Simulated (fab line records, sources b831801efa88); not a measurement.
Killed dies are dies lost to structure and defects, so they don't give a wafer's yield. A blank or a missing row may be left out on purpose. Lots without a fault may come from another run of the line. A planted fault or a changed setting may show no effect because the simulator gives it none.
fab line records | flow sky130 | part 2 of 2: steps 28 to 37 of 37
record lots=5 wafers=15 last_day=50
route steps=708 shown METAL3@572 VIA3@573 METAL4@598 CAP2M@603
lots that met no fault: from a run of the same line without faults
start_h: hours from the record's first day to the start of the lot's first wafer shown | wait_h: hours since the lot's step before | " the same as in the row above | L1.1+2: a row that stands for several wafers | - no value, or no start given | * or withheld: withheld | < > ~ a bound
route shown NAME@n: a module of which the file shows steps, and the number in the route of the first | usual: mean/standard deviation of fault-free wafers | same: alike in all rows | chamber/n: place in a boat | sites: the reading at each site | _std_site: their standard deviation | _edge_site: outer sites' mean less inner sites' | radius_mm: how far each site lies from the wafer's centre | mask NAME#n: copy n | behind: the tool/chamber that last shaped the wafer | hold: why the lot was held/for how many hours/how that ended | device: the transistor (n, p or np) that didn't switch | end of line: the same wafers' tests at the end of the route | a step without rows: its recipe alone | killed: dies lost to structure and defects at the first sort, not the wafer's yield | map: a wafer's dies, x killed, . not, _ none there
set.NAME: the setting as run; set.NAME@STEP: as run at that earlier step | model.NAME: the simulator's own value behind a step, which no gauge read
lots at some steps of the route; a table a step, a row a wafer
services: from which hour (start_h, from the record's first day; less than 0 if before it) a tool's chamber was out of use, for how many hours, and why
## steps
# step SKY_METAL4_SPUTTER_01
# recipe material=TiN target_thk_nm=20 power_w=6500 time_s=16.7 chamber_pressure_pa=0.4
# usual cathode_dc_power_W=6500.1/1.2 throttle_valve_pct=30.0/0.78
# columns lot.wafer tool chamber start_h wait_h cathode_dc_power_W throttle_valve_pct
L075.1 pvd_sputter-02 - 932.10 0.0 6500.7 29.9
L075.3 " - " " 6501.2 30.5
L075.6 " - " " 6500.6 30.0
L089.1 pvd_sputter-03 - 1045.09 0.0 6499.9 32.1
L089.5 " - " " 6499.0 32.1
L089.6 " - " " 6500.2 29.8
L090.2 pvd_sputter-04 - 1050.08 0.0 6496.8 30.2
L090.3 " - " " 6502.0 30.1
L090.6 " - " " 6499.9 28.2
L096.3 pvd_sputter-02 - 1075.89 0.0 6500.6 29.8
L096.4 " - " " 6502.2 29.6
L096.5 " - " " 6501.7 30.1
L097.1 pvd_sputter-02 - 1082.70 0.0 6500.2 30.3
L097.2 " - " " 6498.3 29.8
L097.4 " - " " 6498.6 30.1
# step SKY_METAL4_SPUTTER_02
# recipe material=AlCu target_thk_nm=735 power_w=10600 time_s=39.1 chamber_pressure_pa=0.4
# usual cathode_dc_power_W=10600/1.8 throttle_valve_pct=30.0/0.79
# columns lot.wafer tool chamber start_h wait_h cathode_dc_power_W throttle_valve_pct
L075.1 pvd_sputter-02 - 932.13 0.0 10600 29.9
L075.3 " - " " 10601 30.2
L075.6 " - " " 10598 29.9
L089.1 pvd_sputter-03 - 1045.12 0.0 10602 31.7
L089.5 " - " " 10596 32.0
L089.6 " - " " 10598 29.6
L090.2 pvd_sputter-04 - 1050.10 0.0 10597 30.3
L090.3 " - " " 10599 30.4
L090.6 " - " " 10599 28.5
L096.3 pvd_sputter-02 - 1075.92 0.0 10602 30.3
L096.4 " - " " 10599 29.9
L096.5 " - " " 10604 30.2
L097.1 pvd_sputter-02 - 1082.73 0.0 10601 30.4
L097.2 " - " " 10601 29.9
L097.4 " - " " 10601 30.2
# step SKY_METAL4_SPUTTER_03
# recipe material=Ti target_thk_nm=5 power_w=3000 time_s=3.3 chamber_pressure_pa=0.4
# usual cathode_dc_power_W=2999.9/0.53 throttle_valve_pct=30.0/0.79
# columns lot.wafer tool chamber start_h wait_h cathode_dc_power_W throttle_valve_pct
L075.1 pvd_sputter-02 - 932.17 0.0 2999.9 29.9
L075.3 " - " " 3000.2 30.2
L075.6 " - " " 2999.6 30.1
L089.1 pvd_sputter-03 - 1045.15 0.0 3000.0 32.1
L089.5 " - " " 3000.2 31.8
L089.6 " - " " 2999.5 29.7
L090.2 pvd_sputter-04 - 1050.14 0.0 2999.6 30.2
L090.3 " - " " 2999.9 30.3
L090.6 " - " " 2998.8 28.4
L096.3 pvd_sputter-02 - 1075.95 0.0 2999.5 29.8
L096.4 " - " " 3000.0 29.8
L096.5 " - " " 2999.7 30.4
L097.1 pvd_sputter-02 - 1082.77 0.0 2998.7 30.3
L097.2 " - " " 3000.7 30.0
L097.4 " - " " 3000.5 30.2
# step SKY_METAL4_SPUTTER_04
# recipe material=TiN target_thk_nm=70 power_w=6500 time_s=58.3 chamber_pressure_pa=0.4
# usual cathode_dc_power_W=6500.0/1.2 throttle_valve_pct=30.0/0.79
# columns lot.wafer tool chamber start_h wait_h cathode_dc_power_W throttle_valve_pct
L075.1 pvd_sputter-02 - 932.19 0.0 6499.4 29.9
L075.3 " - " " 6498.6 30.1
L075.6 " - " " 6499.3 30.1
L089.1 pvd_sputter-03 - 1045.17 0.0 6498.4 32.1
L089.5 " - " " 6501.3 32.1
L089.6 " - " " 6501.1 29.8
L090.2 pvd_sputter-04 - 1050.16 0.0 6499.2 30.3
L090.3 " - " " 6500.2 30.1
L090.6 " - " " 6498.5 28.4
L096.3 pvd_sputter-02 - 1075.97 0.0 6499.5 29.7
L096.4 " - " " 6501.1 29.8
L096.5 " - " " 6498.9 30.1
L097.1 pvd_sputter-02 - 1082.79 0.0 6499.3 30.2
L097.2 " - " " 6501.6 29.9
L097.4 " - " " 6499.2 30.0
# step SKY_CAP2M_CVD_00
# recipe material=SiO2 target_thk_nm=15.5 temp_c=400 time_s=withheld rf_w=450
# usual heater_power_w=691/120
# columns lot.wafer tool chamber start_h wait_h heater_power_w
L075.1 pecvd-04 1 932.24 0.0 507
L075.3 " 0 " " 628
L075.6 " 0 " " 613
L089.1 pecvd-02 0 1045.22 0.0 575
L089.5 " 2 " " 877
L089.6 " 1 " " 772
L090.2 pecvd-03 1 1050.21 0.0 673
L090.3 " 0 " " 749
L090.6 " 0 " " 742
L096.3 pecvd-03 2 1076.02 0.0 783
L096.4 " 0 " " 799
L096.5 " 2 " " 793
L097.1 pecvd-04 0 1082.84 0.0 664
L097.2 " 1 " " 533
L097.4 " 1 " " 522
# step SKY_CAP2M_THK_MEAS_01
# recipe reads=SiO2_of_CAP2M_CVD_00
# usual CAP2M_CVD_00_THK=15.62/0.21
# columns lot.wafer tool chamber start_h wait_h CAP2M_CVD_00_THK[nm]
L075.1 film_metro-04 - 932.26 - 15.55
L075.3 " - " " 15.55
L075.6 " - " " 15.81
L089.1 film_metro-02 - 1045.24 - 15.48
L089.5 " - " " 16.27
L089.6 " - " " 15.77
L090.2 film_metro-01 - 1050.24 - 15.75
L090.3 " - " " 15.39
L090.6 " - " " 15.73
L096.3 film_metro-01 - 1076.06 - 15.64
L096.4 " - " " 15.57
L096.5 " - " " 15.95
L097.1 film_metro-01 - 1082.86 - 15.36
L097.2 " - " " 15.45
L097.4 " - " " 15.66
# step SKY_CAP2M_SPUTTER_02
# recipe material=TiN target_thk_nm=200 temp_c=300 power_w=6500 time_s=166.7 chamber_pressure_pa=0.4
# usual cathode_dc_power_W=6499.8/1.1 throttle_valve_pct=29.9/0.97
# columns lot.wafer tool chamber start_h wait_h cathode_dc_power_W throttle_valve_pct
L075.1 pvd_sputter-04 - 932.32 0.1 6498.3 30.2
L075.3 " - " " 6500.0 28.8
L075.6 " - " " 6500.6 30.4
L089.1 pvd_sputter-04 - 1045.30 0.1 6500.8 30.1
L089.5 " - " " 6499.7 29.0
L089.6 " - " " 6499.4 30.4
L090.2 pvd_sputter-01 - 1050.29 0.0 6501.6 29.4
L090.3 " - " " 6499.9 29.7
L090.6 " - " " 6500.2 29.4
L096.3 pvd_sputter-04 - 1076.10 0.0 6500.3 28.7
L096.4 " - " " 6501.5 28.3
L096.5 " - " " 6499.3 28.6
L097.1 pvd_sputter-03 - 1082.92 0.1 6501.1 30.6
L097.2 " - " " 6499.0 31.8
L097.4 " - " " 6497.6 30.0
# step SKY_CAP2M_RS_MEAS_03
# recipe thk_meas_gauge=four-point-probe reads=TiN_of_CAP2M_SPUTTER_02
# usual CAP2M_TIN_RS=6.94/0.079
# columns lot.wafer tool chamber start_h wait_h CAP2M_TIN_RS[ohm/sq]
L075.1 film_metro-02 - 932.43 0.1 6.77
L075.3 " - " " 6.89
L075.6 " - " " 6.77
L089.1 film_metro-01 - 1045.41 0.1 6.78
L089.5 " - " " 6.81
L089.6 " - " " 6.76
L090.2 film_metro-04 - 1050.42 0.1 7.01
L090.3 " - " " 6.96
L090.6 " - " " 6.97
L096.3 film_metro-02 - 1076.25 0.1 6.92
L096.4 " - " " 6.95
L096.5 " - " " 6.90
L097.1 film_metro-04 - 1083.03 0.1 7.07
L097.2 " - " " 6.95
L097.4 " - " " 7.02
# step SKY_CAP2M_THK_MEAS_04
# recipe thk_meas_gauge=xrf reads=TiN_of_CAP2M_SPUTTER_02
# usual CAP2M_TIN_THK=201.1/2.4
# columns lot.wafer tool chamber start_h wait_h CAP2M_TIN_THK[nm]
L075.1 film_metro-02 - 932.55 0.1 206.0
L075.3 " - " " 201.4
L075.6 " - " " 205.4
L089.1 film_metro-01 - 1045.53 0.1 205.8
L089.5 " - " " 204.4
L089.6 " - " " 205.7
L090.2 film_metro-04 - 1050.53 0.1 198.4
L090.3 " - " " 199.9
L090.6 " - " " 198.8
L096.3 film_metro-02 - 1076.35 0.1 201.1
L096.4 " - " " 200.3
L096.5 " - " " 201.0
L097.1 film_metro-04 - 1083.15 0.1 196.7
L097.2 " - " " 200.9
L097.4 " - " " 199.2
# step SKY_CAP2M_DEHYDRATE_05
# recipe temp_c=200 time_s=60
# columns lot.wafer tool chamber start_h wait_h
L075.1+3+6 litho_track-02 0 944.40 11.8
L089.1+5+6 litho_track-03 0 1055.24 9.7
L090.2+3+6 litho_track-03 0 1059.66 9.1
L096.3+4+5 litho_track-03 0 1085.59 9.2
L097.1+2+4 litho_track-01 0 1093.38 10.2
## services
# columns tool chamber start_h hours kind
rie_diel-01 0 889.51 15.0 repair
cmp-01 - 898.87 2.4 repair
cmp-02 - 908.99 7.3 pm
pvd_sputter-02 - 910.62 4.6 repair
cmp-01 - 916.47 2.9 pm
cmp-02 - 919.40 5.2 pm
cmp-02 - 924.57 4.0 pm
cmp-01 - 928.72 4.9 pm
cmp-02 - 929.34 0.3 repair
pvd_sputter-02 - 929.41 2.2 repair
wet_bench-03 - 937.39 3.4 repair
pvd_sputter-03 - 975.62 0.7 repair
wet_bench-03 - 999.84 4.4 pm
pvd_sputter-04 - 1010.58 3.0 repair
rie_diel-01 2 1024.00 14.9 repair
cmp-01 - 1037.58 17.4 pm
wet_bench-02 - 1044.63 0.7 repair
cmp-02 - 1060.88 2.2 repair
pvd_sputter-02 - 1068.27 6.0 repair
cmp-02 - 1078.59 0.6 repair
wet_bench-02 - 1082.70 4.4 pm
cmp-02 - 1083.05 1.5 repair
cmp-01 - 1084.00 4.0 pm
cmp-01 - 1087.04 1.8 repair
